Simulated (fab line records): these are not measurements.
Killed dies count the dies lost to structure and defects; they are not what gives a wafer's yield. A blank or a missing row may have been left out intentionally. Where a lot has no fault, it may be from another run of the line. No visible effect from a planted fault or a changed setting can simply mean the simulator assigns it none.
Struck lot and sound lot, side by side / flow sky130 / 18 out of 708 route steps
Sound: wafers L979.1, L979.2, L979.5. Struck: wafers L991.1, L991.3, L991.4. Last of all comes the cause.
At each step with rows: each side's tool, then ch and its chambers, then its first start. Under that, the readings that differ: sound wafers / struck wafers / difference of the means / sigmas: that difference in standard deviations of wafers without a fault.
alike: words and numbers the same on both sides, and readings whose means are apart by under 2 such deviations; not compared: readings that were withheld, readings missing a value for some wafer, numbers with overlapping values and no deviation given by the record, and bounds like >300 which may hide the same value.
The two part at a step that has a row with sigmas, a row that says differs or no value, or rows on one side only. When numbers do not overlap yet have no deviation, they are printed without sigmas and do not part them. A reading that every wafer of one side lacks parts them only if that side has two wafers or more.

first, 3 steps without rows for these wafers: SKY_SONOS_ONO_WET_ETCH_18 (etches Si3N4 in H3PO4, target depth 15 nm, time 172 s); SKY_GATE_OXIDE_CLEAN_00 (cleans in SC1/SC2, time 150 s); SKY_GATE_OXIDE_OXIDATION_01 (stabilise 600 s, purge 300 s, target thk 10.268 nm).
SKY_GATE_OXIDE_THK_MEAS_02:
  sound on filmMetro-03 at day 13 09:10; struck on filmMetro-04 at day 17 20:05
  alike: GATE_OXIDE_OXIDATION_00_THK
then, 7 steps without rows for these wafers: SKY_GATE_OXIDE_DEHYDRATE_03 (time 60 s); SKY_GATE_OXIDE_HMDS_04 (prime time 60 s); SKY_GATE_OXIDE_COAT_05 (resist thk 1140 nm); SKY_GATE_OXIDE_SOFTBAKE_06 (time 60 s); SKY_GATE_OXIDE_EXPOSE_07 (exposes mask LVOM, target cd 600 nm); SKY_GATE_OXIDE_PEB_08; SKY_GATE_OXIDE_DEVELOP_09 (develop time 60 s).
SKY_GATE_OXIDE_OVL_MEAS_10:
  sound on overlay-02 at day 14 05:11; struck on overlay-02 at day 19 02:37
  alike: GATE_OXIDE_OVL
SKY_GATE_OXIDE_IMPLANT_11:
  sound on implanter-03 ch 0, day 14 05:13; struck on implanter-01 ch 0, day 19 02:40
reading=implantIonAmu; sound=11 11 11; struck=49 49 49; difference=+38; sigmas=
reading=model.implant.rpNm (nm); sound=34.73 34.73 34.73; struck=10.36 10.36 10.36; difference=-24.37; sigmas=
reading=model.implant.drpNm (nm); sound=17.11 17.11 17.11; struck=6.005 6.005 6.005; difference=-11.105; sigmas=
then, 1 step without rows for these wafers: SKY_GATE_OXIDE_WET_ETCH_12 (etches SiO2 in dHF, target depth 16.8 nm, time 336 s).
SKY_GATE_OXIDE_STRIP_13: strips in O2/N2.
  sound on plasmaAsher-04 ch 0,1, day 14 05:28; struck on plasmaAsher-01 ch 0,1, day 19 02:55
  alike: drypumpMotorCurrentA, oesProductAu, stripTimeToEndpointS
  not compared: rfHoursCounterH
SKY_GATE_OXIDE_TW_MEAS_14:
  sound on filmMetro-02 at day 14 05:34; struck on filmMetro-02 at day 19 03:01
reading=GATE_OXIDE_TW; sound=225.4 224.8 225.4; struck=327.4 326.2 326.2; difference=+101.4; sigmas=+99 or more
then, 1 step without rows for these wafers: SKY_GATE_OXIDE_CLEAN_15 (cleans in SC1/SC2, time 150 s).
-- here the record skips 30 days between the struck wafers' starts before and after, leaving off in module GATE_OXIDE and picking up in module PAD_OPEN (first step shown: number 708 of the route) --
SKY_PAD_OPEN_PROBE_99:
  sound on prober-02 at day 46 03:51; struck on prober-02 at day 49 14:20
reading=model.etest.tipP.rsOhmSq; sound=6874 6880 6884; struck=7612 7594 7636; difference=+735; sigmas=
reading=model.etest.pfet_01v8.rOnOhmUm; sound=2800 2818 2827; struck=3343 3359 3298; difference=+518; sigmas=
reading=model.etest.nfet_01v8_lvt.driveUaUm; sound=582.1 580.5 592.2; struck=645 641.3 631.5; difference=+54; sigmas=
reading=model.etest.pfet_01v8_lvt.driveUaUm; sound=179.6 177.9 178.9; struck=104.3 104.1 104.9; difference=-74.4; sigmas=
reading=model.etest.nfet_01v8.driveUaUm; sound=510.7 511 523.8; struck=564 548.9 547.7; difference=+38; sigmas=
reading=model.etest.nfet_01v8_turned.driveUaUm; sound=513.1 511.3 520; struck=565.6 552.5 552.1; difference=+41.9; sigmas=
reading=model.etest.sramNfetPass.driveUaUm; sound=492 494.4 518.6; struck=543.5 535.8 530.7; difference=+35.0; sigmas=
reading=model.etest.nfet_01v8_swapped.driveUaUm; sound=517.9 510.7 523.5; struck=563.7 552.9 550.9; difference=+38.5; sigmas=
  alike: killed_at_M0_to_M3, killed_at_M4_up, killedAtContacts, killedAtFrontEnd, killedAtOther, killedDies, killedOpen, killedShort

## WHERE THEY PART
SKY_GATE_OXIDE_TW_MEAS_14 only, going by this record. Later steps at which nothing parts them and some readings are alike: SKY_PAD_OPEN_PROBE_99.

WHY: the cause the simulator had injected
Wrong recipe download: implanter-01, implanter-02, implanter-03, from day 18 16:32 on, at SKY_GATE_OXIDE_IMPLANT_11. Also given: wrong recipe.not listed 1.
